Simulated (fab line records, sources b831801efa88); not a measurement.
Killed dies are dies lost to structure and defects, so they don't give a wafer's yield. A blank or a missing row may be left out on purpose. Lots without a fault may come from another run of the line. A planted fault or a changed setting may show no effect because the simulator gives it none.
Which tool did it? | flow gf180mcu | 14 lots, 42 wafers sampled, at 5 steps of a route of 602

WHAT THE GAUGES READ, wafer by wafer
GF_VT_IMPLANT_RS_MEAS_46: measures by four-point-probe. Usual: MVSD_RS 456.8 ohm/sq, standard deviation 1.
lot  | measured     | on            | MVSD_RS (ohm/sq)  | flag
L770 | day 7 12:25  | film_metro-01 | 456.7 456.3 457.6 |
L774 | day 8 14:47  | film_metro-01 | 456.5 457.2 455.6 |
L775 | day 8 21:03  | film_metro-01 | 455.9 457.2 455.4 |
L776 | day 9 04:58  | film_metro-02 | 455.7 455.9 457.3 |
L777 | day 9 14:44  | film_metro-02 | 455.3 456.4 456.2 |
L778 | day 9 21:07  | film_metro-02 | 456.1 456.9 457.0 |
L780 | day 10 09:31 | film_metro-04 | 456.5 458.4 458.3 |
L785 | day 11 19:42 | film_metro-02 | 444.0 444.6 443.4 | OFF
L786 | day 12 01:47 | film_metro-01 | 442.6 443.1 444.6 | OFF
L788 | day 12 20:23 | film_metro-01 | 455.9 455.4 456.0 |
L789 | day 13 00:13 | film_metro-01 | 456.0 457.0 457.2 |
L790 | day 13 02:13 | film_metro-04 | 458.7 459.5 458.3 |
L792 | day 13 15:23 | film_metro-04 | 454.7 455.3 456.8 |
L793 | day 14 04:08 | film_metro-02 | 457.9 458.3 457.5 |

GF_HV_LDD_TW_MEAS_38. Usual: HV_LDD_3_TW 1439, standard deviation 12.
lot  | measured     | on            | HV_LDD_3_TW    | flag
L770 | day 11 13:00 | film_metro-04 | 1451 1454 1452 |
L774 | day 12 21:34 | film_metro-04 | 1443 1452 1446 |
L775 | day 12 23:54 | film_metro-04 | 1448 1451 1452 |
L776 | day 13 14:31 | film_metro-04 | 1451 1449 1453 |
L777 | day 13 21:13 | film_metro-02 | 1417 1416 1416 |
L778 | day 14 05:25 | film_metro-04 | 1444 1448 1447 |
L780 | day 14 20:04 | film_metro-01 | 1441 1430 1434 |
L785 | day 16 13:46 | film_metro-01 | 1444 1439 1439 |
L786 | day 16 17:34 | film_metro-01 | 1441 1436 1448 |
L788 | day 17 19:10 | film_metro-01 | 1441 1430 1429 |
L789 | day 18 00:36 | film_metro-02 | 1416 1425 1417 |
L790 | day 18 06:13 | film_metro-01 | 1429 1434 1423 |
L792 | day 18 16:49 | film_metro-04 | 1452 1464 1448 |
L793 | day 19 05:40 | film_metro-01 | 1438 1438 1433 |

GF_SAB_CD_MEAS_09: target cd 420 nm. Usual: cd_nm 419.4 nm, standard deviation 2.1.
lot  | measured     | on        | cd_nm (nm)        | flag
L770 | day 15 00:56 | cd_sem-01 | 417.6 417.3 416.7 |
L774 | day 16 13:16 | cd_sem-01 | 424.1 422.9 424.1 |
L775 | day 16 19:14 | cd_sem-01 | 421.0 420.1 420.5 |
L776 | day 17 07:52 | cd_sem-01 | 418.6 419.1 420.6 |
L777 | day 17 15:05 | cd_sem-02 | 421.4 421.4 422.5 |
L778 | day 18 01:46 | cd_sem-01 | 417.5 418.9 415.9 |
L780 | day 18 18:46 | cd_sem-02 | 415.3 418.3 417.3 |
L785 | day 20 15:47 | cd_sem-01 | 416.3 417.2 420.3 |
L786 | day 20 18:56 | cd_sem-01 | 419.4 418.8 421.2 |
L788 | day 21 23:41 | cd_sem-02 | 422.9 422.5 418.7 |
L789 | day 22 05:32 | cd_sem-02 | 421.3 416.6 419.4 |
L790 | day 22 11:04 | cd_sem-02 | 419.5 419.0 416.9 |
L792 | day 23 10:17 | cd_sem-02 | 416.6 416.2 418.3 |
L793 | day 23 09:41 | cd_sem-02 | 417.5 418.1 417.8 |

GF_SALICIDE_THK_MEAS_05: measures by xrf. Usual: SALICIDE_TIN_THK 19.9 nm, standard deviation 0.36.
lot  | measured     | on            | SALICIDE_TIN_THK (nm) | flag
L770 | day 15 01:37 | film_metro-03 | 19.7 19.8 19.8        |
L774 | day 16 13:57 | film_metro-04 | 20.0 20.0 19.8        |
L775 | day 16 20:04 | film_metro-04 | 19.4 19.3 19.5        |
L776 | day 17 08:41 | film_metro-04 | 19.0 19.6 19.2        |
L777 | day 17 15:57 | film_metro-04 | 19.7 19.5 19.5        |
L778 | day 18 02:25 | film_metro-04 | 19.6 19.8 19.4        |
L780 | day 18 19:25 | film_metro-01 | 19.9 19.9 20.1        |
L785 | day 20 16:29 | film_metro-04 | 19.5 19.8 19.8        |
L786 | day 20 19:35 | film_metro-03 | 20.2 19.5 20.3        |
L788 | day 22 00:22 | film_metro-03 | 20.5 20.1 20.1        |
L789 | day 22 06:12 | film_metro-03 | 20.5 20.1 20.2        |
L790 | day 22 11:43 | film_metro-04 | 20.0 20.0 20.2        |
L792 | day 23 11:07 | film_metro-04 | 20.1 19.6 20.0        |
L793 | day 23 10:31 | film_metro-01 | 19.9 19.9 20.3        |

WHICH TOOL RAN EACH LOT (tool, then ch and the chambers of the sampled wafers, then the start)
lot  | GF_MVSD_IMPLANT_09
L770 | implanter-02 ch 0, day 4 09:39
L774 | implanter-03 ch 0, day 5 08:52
L775 | implanter-02 ch 0, day 5 14:32
L776 | implanter-03 ch 0, day 5 21:24
L777 | implanter-01 ch 0, day 6 06:11
L778 | implanter-01 ch 0, day 6 11:01
L780 | implanter-03 ch 0, day 6 22:26
L785 | implanter-02 ch 0, day 8 02:52
L786 | implanter-02 ch 0, day 8 08:08
L788 | implanter-01 ch 0, day 8 23:26
L789 | implanter-03 ch 0, day 9 01:43
L790 | implanter-01 ch 0, day 9 05:05
L792 | implanter-01 ch 0, day 9 15:44
L793 | implanter-01 ch 0, day 10 01:38
- GF_MVSD_IMPLANT_09

WHAT THE TOOLS THEMSELVES READ (means of the sampled wafers that have a number; where no wafer has one, the mark that the record gives instead)
GF_MVSD_IMPLANT_09. Usual: dose_ions_cm2 5e+12, standard deviation 5.7e+09; faraday_current_uA 28.2, standard deviation 0.56.
lot  | tool         | dose_ions_cm2 | faraday_current_uA | flag
L770 | implanter-02 | 5e+12         | 28.0               |
L774 | implanter-03 | 5e+12         | 27.8               |
L775 | implanter-02 | 5e+12         | 27.9               |
L776 | implanter-03 | 5e+12         | 27.5               |
L777 | implanter-01 | 5e+12         | 28.6               |
L778 | implanter-01 | 5e+12         | 28.6               |
L780 | implanter-03 | 5e+12         | 28.5               |
L785 | implanter-02 | 6e+12         | 33.4               | OFF
L786 | implanter-02 | 6e+12         | 33.7               | OFF
L788 | implanter-01 | 5e+12         | 28.6               |
L789 | implanter-03 | 5e+12         | 28.2               |
L790 | implanter-01 | 5e+12         | 27.7               |
L792 | implanter-01 | 5e+12         | 28.0               |
L793 | implanter-01 | 5e+12         | 28.0               |

THE ANSWER, worked out from the rows above alone
Rule: a lot is off if the mean of its wafers that have a number lies more than 3 standard deviations from the usual mean. A lot without any number at a reading at which 4 lots or more have one is off too. The other lots that the step has rows for count as sound. The gauges are gone through in route order, then the tools' own readings, and for those a lot's mean is taken as printed above. The first step at which some lot is off is used, and at that step the reading that is off furthest; a lot without a number counts as furthest.
Off: L785, L786, at GF_VT_IMPLANT_RS_MEAS_46 (MVSD_RS).
A tool fits if, at a process step before that reading, it ran every lot that is off, and no sound lot after the first of them. The gauges at GF_VT_IMPLANT_RS_MEAS_46 aren't tried: what is off there is off at GF_MVSD_IMPLANT_09 too, on other tools, and a gauge's error can't cause that. One fits: implanter-02 at GF_MVSD_IMPLANT_09. Its last sound lot is L775 (day 5 14:32), its first lot that is off L785 (day 8 02:52): a fault that began between those two fits.
The tool's own readings at GF_MVSD_IMPLANT_09 bear it out: on the lots that are off they differ by more than 5 times the standard deviation of the sound lots' means. dose_ions_cm2 reads 6e+12 there against 5e+12 on the sound lots; faraday_current_uA reads 33.5 there against 28.1 on the sound lots.

WHAT THE SIMULATOR HAD PUT IN
Process parameter drift: implanter-02, from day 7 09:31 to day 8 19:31, at GF_MVSD_IMPLANT_09. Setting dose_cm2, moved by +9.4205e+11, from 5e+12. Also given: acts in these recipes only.
Lots struck among those shown: L785, L786. The rule above found the same.
